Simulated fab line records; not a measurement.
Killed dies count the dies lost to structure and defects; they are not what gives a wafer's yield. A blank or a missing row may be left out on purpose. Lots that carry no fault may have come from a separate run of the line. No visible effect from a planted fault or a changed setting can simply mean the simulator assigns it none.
Which tool was responsible? || flow sky130 || 12 lots with 34 wafers sampled at 4 steps, on a route of 708 steps

== WHAT THE GAUGES READ, wafer by wafer ==
SKY_LDD_HVP_TW_MEAS_10. Usual: for LDD_HVP_TW the level is 455 and the standard deviation is 7.5.
{"lot": "L103", "measured": "day 24 00:37", "on": "film_metro-04", "LDD_HVP_TW": "446 443 441", "flag": ""}
{"lot": "L105", "measured": "day 24 00:54", "on": "film_metro-03", "LDD_HVP_TW": "449 450 449", "flag": ""}
{"lot": "L107", "measured": "day 24 04:28", "on": "film_metro-03", "LDD_HVP_TW": "449 450 448", "flag": ""}
{"lot": "L106", "measured": "day 24 05:08", "on": "film_metro-02", "LDD_HVP_TW": "465 465 465", "flag": ""}
{"lot": "L108", "measured": "day 24 06:03", "on": "film_metro-04", "LDD_HVP_TW": "445 442 446", "flag": ""}
{"lot": "L110", "measured": "day 24 19:16", "on": "film_metro-04", "LDD_HVP_TW": "443 443 443", "flag": ""}
{"lot": "L109", "measured": "day 24 20:05", "on": "film_metro-03", "LDD_HVP_TW": "448 449 448", "flag": ""}
{"lot": "L112", "measured": "day 25 12:32", "on": "film_metro-02", "LDD_HVP_TW": "465 467 465", "flag": ""}
{"lot": "L113", "measured": "day 25 16:32", "on": "film_metro-03", "LDD_HVP_TW": "451 453 453", "flag": ""}
{"lot": "L119", "measured": "day 28 05:14", "on": "film_metro-04", "LDD_HVP_TW": "449 448", "flag": ""}
{"lot": "L121", "measured": "day 28 16:03", "on": "film_metro-03", "LDD_HVP_TW": "454 453", "flag": ""}
{"lot": "L123", "measured": "day 29 08:18", "on": "film_metro-02", "LDD_HVP_TW": "460 463 460", "flag": ""}

SKY_SD_N_CD_MEAS_07 targets a cd of 380 nm. Usual: cd_nm reads 379.9 nm (standard deviation 2.4).
{"lot": "L103", "measured": "day 30 03:41", "on": "cd_sem-02", "cd_nm (nm)": "383.1 385.9 381.8", "flag": ""}
{"lot": "L105", "measured": "day 30 03:58", "on": "cd_sem-02", "cd_nm (nm)": "383.1 380.4 380.5", "flag": ""}
{"lot": "L107", "measured": "day 30 06:19", "on": "cd_sem-01", "cd_nm (nm)": "382.3 380.1 382.5", "flag": ""}
{"lot": "L106", "measured": "day 30 08:05", "on": "cd_sem-02", "cd_nm (nm)": "380.3 379.7 381.3", "flag": ""}
{"lot": "L108", "measured": "day 30 07:31", "on": "cd_sem-01", "cd_nm (nm)": "379.6 380.3 381.3", "flag": ""}
{"lot": "L110", "measured": "day 30 20:25", "on": "cd_sem-01", "cd_nm (nm)": "376.8 377.5 379.6", "flag": ""}
{"lot": "L109", "measured": "day 30 20:44", "on": "cd_sem-01", "cd_nm (nm)": "380.0 382.9 380.6", "flag": ""}
{"lot": "L112", "measured": "day 31 13:04", "on": "cd_sem-02", "cd_nm (nm)": "377.6 377.7 378.6", "flag": ""}
{"lot": "L113", "measured": "day 31 19:29", "on": "cd_sem-02", "cd_nm (nm)": "380.0 379.5 380.7", "flag": ""}
{"lot": "L119", "measured": "day 34 00:28", "on": "cd_sem-01", "cd_nm (nm)": "384.7 379.7", "flag": ""}
{"lot": "L121", "measured": "day 34 11:50", "on": "cd_sem-02", "cd_nm (nm)": "379.6 377.6", "flag": ""}
{"lot": "L123", "measured": "day 35 01:52", "on": "cd_sem-01", "cd_nm (nm)": "375.4 374.3 371.3", "flag": ""}

SKY_LI_CONTACT_THK_MEAS_01. Usual: for LI_CONTACT_HDPCVD_THK the level is 929 nm and the standard deviation is 8.4.
{"lot": "L103", "measured": "day 30 05:05", "on": "film_metro-03", "LI_CONTACT_HDPCVD_THK (nm)": "939 937 938", "flag": ""}
{"lot": "L105", "measured": "day 30 05:17", "on": "film_metro-03", "LI_CONTACT_HDPCVD_THK (nm)": "934 924 923", "flag": ""}
{"lot": "L107", "measured": "day 30 07:38", "on": "film_metro-03", "LI_CONTACT_HDPCVD_THK (nm)": "933 939 930", "flag": ""}
{"lot": "L106", "measured": "day 30 09:23", "on": "film_metro-03", "LI_CONTACT_HDPCVD_THK (nm)": "935 927 931", "flag": ""}
{"lot": "L108", "measured": "day 30 08:55", "on": "film_metro-02", "LI_CONTACT_HDPCVD_THK (nm)": "921 923 923", "flag": ""}
{"lot": "L110", "measured": "day 30 21:46", "on": "film_metro-02", "LI_CONTACT_HDPCVD_THK (nm)": "933 931 928", "flag": ""}
{"lot": "L109", "measured": "day 30 22:02", "on": "film_metro-03", "LI_CONTACT_HDPCVD_THK (nm)": "938 930 923", "flag": ""}
{"lot": "L112", "measured": "day 31 14:22", "on": "film_metro-01", "LI_CONTACT_HDPCVD_THK (nm)": "935 932 932", "flag": ""}
{"lot": "L113", "measured": "day 31 20:47", "on": "film_metro-02", "LI_CONTACT_HDPCVD_THK (nm)": "934 936 929", "flag": ""}
{"lot": "L119", "measured": "day 34 01:46", "on": "film_metro-03", "LI_CONTACT_HDPCVD_THK (nm)": "1409 925", "flag": "OFF"}
{"lot": "L121", "measured": "day 34 13:08", "on": "film_metro-02", "LI_CONTACT_HDPCVD_THK (nm)": "1413 926", "flag": "OFF"}
{"lot": "L123", "measured": "day 35 03:11", "on": "film_metro-03", "LI_CONTACT_HDPCVD_THK (nm)": "939 929 939", "flag": ""}

== TOOL THAT RAN EACH LOT (tool first, then ch and the chambers of the sampled wafers, then the start) ==
{"lot": "L103", "SKY_LI_CONTACT_HDPCVD_00": "hdpcvd-01 ch 0,1, day 30 04:52"}
{"lot": "L105", "SKY_LI_CONTACT_HDPCVD_00": "hdpcvd-01 ch 0,1, day 30 05:10"}
{"lot": "L107", "SKY_LI_CONTACT_HDPCVD_00": "hdpcvd-02 ch 0,1, day 30 07:31"}
{"lot": "L106", "SKY_LI_CONTACT_HDPCVD_00": "hdpcvd-02 ch 0,2, day 30 09:16"}
{"lot": "L108", "SKY_LI_CONTACT_HDPCVD_00": "hdpcvd-01 ch 0,2, day 30 08:46"}
{"lot": "L110", "SKY_LI_CONTACT_HDPCVD_00": "hdpcvd-01 ch 1,2, day 30 21:37"}
{"lot": "L109", "SKY_LI_CONTACT_HDPCVD_00": "hdpcvd-02 ch 0,1,2, day 30 21:55"}
{"lot": "L112", "SKY_LI_CONTACT_HDPCVD_00": "hdpcvd-02 ch 0,2, day 31 14:16"}
{"lot": "L113", "SKY_LI_CONTACT_HDPCVD_00": "hdpcvd-01 ch 0,2, day 31 20:40"}
{"lot": "L119", "SKY_LI_CONTACT_HDPCVD_00": "hdpcvd-02 ch 2, day 34 01:38"}
{"lot": "L121", "SKY_LI_CONTACT_HDPCVD_00": "hdpcvd-02 ch 1, day 34 13:01"}
{"lot": "L123", "SKY_LI_CONTACT_HDPCVD_00": "hdpcvd-01 ch 0,1,2, day 35 03:04"}
- SKY_LI_CONTACT_HDPCVD_00: deposits PSG, target thk 930 nm, time 155 s.

== AS READ BY THE TOOLS THEMSELVES (means over the sampled wafers that have a number; for cases with no such wafer, the mark the record gives instead) ==
SKY_LI_CONTACT_HDPCVD_00. Usual: run_length_s 182.8 s, standard deviation 0.5; susceptor_temp_C 600.00 C, standard deviation 0.27.
{"lot": "L103", "tool": "hdpcvd-01", "run_length_s (s)": 183.0, "susceptor_temp_C (C)": 599.83, "flag": ""}
{"lot": "L105", "tool": "hdpcvd-01", "run_length_s (s)": 182.9, "susceptor_temp_C (C)": 600.07, "flag": ""}
{"lot": "L107", "tool": "hdpcvd-02", "run_length_s (s)": 182.5, "susceptor_temp_C (C)": 599.96, "flag": ""}
{"lot": "L106", "tool": "hdpcvd-02", "run_length_s (s)": 182.6, "susceptor_temp_C (C)": 599.81, "flag": ""}
{"lot": "L108", "tool": "hdpcvd-01", "run_length_s (s)": 183.0, "susceptor_temp_C (C)": 599.74, "flag": ""}
{"lot": "L110", "tool": "hdpcvd-01", "run_length_s (s)": 182.8, "susceptor_temp_C (C)": 599.90, "flag": ""}
{"lot": "L109", "tool": "hdpcvd-02", "run_length_s (s)": 183.2, "susceptor_temp_C (C)": 600.09, "flag": ""}
{"lot": "L112", "tool": "hdpcvd-02", "run_length_s (s)": 182.9, "susceptor_temp_C (C)": 599.92, "flag": ""}
{"lot": "L113", "tool": "hdpcvd-01", "run_length_s (s)": 183.3, "susceptor_temp_C (C)": 600.02, "flag": ""}
{"lot": "L119", "tool": "hdpcvd-02", "run_length_s (s)": 224.2, "susceptor_temp_C (C)": 599.85, "flag": "OFF"}
{"lot": "L121", "tool": "hdpcvd-02", "run_length_s (s)": 223.4, "susceptor_temp_C (C)": 599.77, "flag": "OFF"}
{"lot": "L123", "tool": "hdpcvd-01", "run_length_s (s)": 182.7, "susceptor_temp_C (C)": 600.24, "flag": ""}

== THE ANSWER, worked out from the rows above alone ==
Rule: lot off if the mean of its wafers having a number is beyond 3 standard deviations from the usual mean. Also off: a lot with no number at a reading for which 4 or more lots have one. All remaining lots with rows at the step are treated as sound. The gauges are gone through in route order, then the tools' own readings, and for those a lot's mean is taken as printed above. The first step at which some lot is off is used, and at that step the reading that is off furthest; a lot without a number counts as furthest.
Off: L119, L121, seen at SKY_LI_CONTACT_THK_MEAS_01 (LI_CONTACT_HDPCVD_THK).
A tool fits if, at a process step before that reading, it ran every lot that is off, and no sound lot after the first of them. The gauges at SKY_LI_CONTACT_THK_MEAS_01 aren't tried: what is off there is off at SKY_LI_CONTACT_HDPCVD_00 too, on other tools, and a gauge's error can't cause that. One fits: SKY_LI_CONTACT_HDPCVD_00 on hdpcvd-02. Its last sound lot is L112 (day 31 14:16), its first lot that is off L119 (day 34 01:38): a fault that began between those two fits.
The tool's own readings at SKY_LI_CONTACT_HDPCVD_00 bear it out: on the lots that are off they differ by more than 5 times the standard deviation of the sound lots' means. run_length_s reads 223.8 s there against 182.9 s on the sound lots.

== WHAT HAD BEEN PUT IN BY THE SIMULATOR ==
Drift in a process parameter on hdpcvd-02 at SKY_LI_CONTACT_HDPCVD_00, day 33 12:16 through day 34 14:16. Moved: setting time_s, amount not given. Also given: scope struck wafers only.
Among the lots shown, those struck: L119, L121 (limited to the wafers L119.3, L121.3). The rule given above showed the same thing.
